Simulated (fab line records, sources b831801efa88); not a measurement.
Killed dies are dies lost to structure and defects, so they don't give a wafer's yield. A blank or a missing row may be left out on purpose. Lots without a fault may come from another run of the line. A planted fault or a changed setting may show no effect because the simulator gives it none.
Which tool did it? | flow sky130 | 13 lots, 39 wafers sampled, at 4 steps of a route of 708

WHAT THE GAUGES READ, wafer by wafer
SKY_NWELL_OVL_MEAS_10.
lot  | measured     | on         | NWELL_00_OVL (nm)
L210 | day 4 23:59  | overlay-02 | -0.7 0.3 -0.8
L212 | day 5 14:50  | overlay-02 | 0.1 -2.0 -1.9
L217 | day 6 16:56  | overlay-02 | 1.5 -0.3 1.3
L218 | day 6 23:05  | overlay-02 | -0.8 -0.9 1.2
L219 | day 7 03:38  | overlay-02 | 0.5 0.9 -1.8
L224 | day 8 13:41  | overlay-02 | 0.1 0.2 -0.2
L223 | day 8 14:18  | overlay-01 | 0.1 -1.1 -2.2
L226 | day 9 06:53  | overlay-01 | -0.3 -0.6 0.3
L225 | day 9 07:35  | overlay-02 | -0.1 2.7 -0.1
L227 | day 9 15:56  | overlay-01 | -0.9 0.5 -0.4
L228 | day 9 17:07  | overlay-01 | 1.8 -0.2 -0.6
L230 | day 9 22:32  | overlay-01 | -2.5 -1.3 -0.9
L231 | day 10 04:08 | overlay-01 | -0.6 -0.5 -2.2

SKY_VT_ADJUST_HVTP_TW_MEAS_11.
lot  | measured     | on            | VT_ADJUST_HVTP_TW
L210 | day 6 12:08  | film_metro-03 | 1355 1361 1359
L212 | day 7 04:20  | film_metro-03 | 1373 1365 1369
L217 | day 8 10:15  | film_metro-03 | 647 653 649
L218 | day 8 17:02  | film_metro-02 | 1343 1346 1348
L219 | day 8 22:16  | film_metro-02 | 630 634 625
L224 | day 10 09:28 | film_metro-04 | 1366 1351 1360
L223 | day 10 11:20 | film_metro-03 | 1354 1366 1352
L226 | day 11 04:25 | film_metro-02 | 1348 1346 1347
L225 | day 11 05:01 | film_metro-02 | 1334 1338 1343
L227 | day 11 13:40 | film_metro-02 | 1350 1341 1341
L228 | day 11 14:29 | film_metro-02 | 1338 1341 1340
L230 | day 11 21:16 | film_metro-04 | 1348 1356 1358
L231 | day 12 04:12 | film_metro-02 | 1346 1346 1350

SKY_VT_ADJUST_LVTN_OVL_MEAS_07.
lot  | measured     | on         | VT_ADJUST_LVTN_OVL (nm)
L210 | day 7 07:58  | overlay-01 | 0.5 -0.5 -2.8
L212 | day 8 00:52  | overlay-01 | -1.7 -3.3 -1.1
L217 | day 9 08:13  | overlay-02 | 0.6 -2.9 -0.7
L218 | day 9 15:01  | overlay-01 | 1.0 -1.4 -1.3
L219 | day 9 20:01  | overlay-01 | -1.1 -5.0 -2.2
L224 | day 11 08:39 | overlay-02 | -1.4 -0.1 -0.9
L223 | day 11 10:13 | overlay-01 | 0.7 0.9 -0.5
L226 | day 12 04:23 | overlay-01 | -1.4 -3.8 -3.9
L225 | day 12 05:16 | overlay-02 | -1.0 -1.3 -2.7
L227 | day 12 14:00 | overlay-02 | -0.2 -0.1 0.3
L228 | day 12 14:47 | overlay-01 | -2.9 -2.1 -2.9
L230 | day 12 22:17 | overlay-01 | 0.4 -0.2 0.2
L231 | day 13 04:23 | overlay-02 | -2.9 -2.8 -3.5

WHICH TOOL RAN EACH LOT (tool, then ch and the chambers of the sampled wafers, then the start)
lot  | SKY_VT_ADJUST_HVTP_IMPLANT_09
L210 | implanter-02 ch 0, day 6 11:53
L212 | implanter-02 ch 0, day 7 04:05
L217 | implanter-02 ch 0, day 8 10:01
L218 | implanter-03 ch 0, day 8 16:47
L219 | implanter-02 ch 0, day 8 22:01
L224 | implanter-01 ch 0, day 10 09:13
L223 | implanter-03 ch 0, day 10 11:08
L226 | implanter-01 ch 0, day 11 04:11
L225 | implanter-03 ch 0, day 11 04:47
L227 | implanter-01 ch 0, day 11 13:25
L228 | implanter-01 ch 0, day 11 14:14
L230 | implanter-03 ch 0, day 11 21:01
L231 | implanter-03 ch 0, day 12 03:58
- SKY_VT_ADJUST_HVTP_IMPLANT_09

WHAT THE TOOLS THEMSELVES READ (means of the sampled wafers that have a number; where no wafer has one, the mark that the record gives instead)
SKY_VT_ADJUST_HVTP_IMPLANT_09.
lot  | tool         | dose_ions_cm2 | faraday_current_uA
L210 | implanter-02 | 4.303e+12     | 24.3
L212 | implanter-02 | 4.297e+12     | 24.5
L217 | implanter-02 | 4.327e+11     | 2.4
L218 | implanter-03 | 4.299e+12     | 24.5
L219 | implanter-02 | 4.310e+11     | 2.4
L224 | implanter-01 | 4.299e+12     | 24.1
L223 | implanter-03 | 4.293e+12     | 23.9
L226 | implanter-01 | 4.303e+12     | 23.9
L225 | implanter-03 | 4.300e+12     | 24.0
L227 | implanter-01 | 4.297e+12     | 23.9
L228 | implanter-01 | 4.294e+12     | 24.2
L230 | implanter-03 | 4.302e+12     | 24.8
L231 | implanter-03 | 4.295e+12     | 24.3

THE ANSWER, worked out from the rows above alone
Rule: what is usual is taken from the lots themselves. Put in order of their means at a reading, lots are off if they are a third of the lots or fewer, leave a main group of 4 or more, and stand apart from it by a gap of 3 or more times the standard deviation of the main group's means; of several such gaps the widest counts. A main group whose means are all the same, to the digits that the tables above print for the reading, isn't used. A lot without any number at a reading at which 4 lots or more have one is off too. The other lots that the step has rows for count as sound. The gauges are gone through in route order, then the tools' own readings, and for those a lot's mean is taken as printed above. The first step at which some lot is off is used, and at that step the reading that is off furthest; a lot without a number counts as furthest.
Off: L217, L219, at SKY_VT_ADJUST_HVTP_TW_MEAS_11 (VT_ADJUST_HVTP_TW). The main group: mean 1351, standard deviation 9.
A tool fits if, at a process step before that reading, it ran every lot that is off, and no sound lot after the first of them. The gauges at SKY_VT_ADJUST_HVTP_TW_MEAS_11 aren't tried: what is off there is off at SKY_VT_ADJUST_HVTP_IMPLANT_09 too, on other tools, and a gauge's error can't cause that. One fits: implanter-02 at SKY_VT_ADJUST_HVTP_IMPLANT_09. Its last sound lot is L212 (day 7 04:05), its first lot that is off L217 (day 8 10:01): a fault that began between those two fits.
The tool's own readings at SKY_VT_ADJUST_HVTP_IMPLANT_09 bear it out: on the lots that are off they differ by more than 5 times the standard deviation of the sound lots' means. dose_ions_cm2 reads 4.318e+11 there against 4.298e+12 on the sound lots; faraday_current_uA reads 2.4 there against 24.2 on the sound lots.

WHAT THE SIMULATOR HAD PUT IN
Process parameter drift: implanter-02, from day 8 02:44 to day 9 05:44, at SKY_VT_ADJUST_HVTP_IMPLANT_09. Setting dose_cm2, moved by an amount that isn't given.
Lots struck among those shown: L217, L219. The rule above found the same.
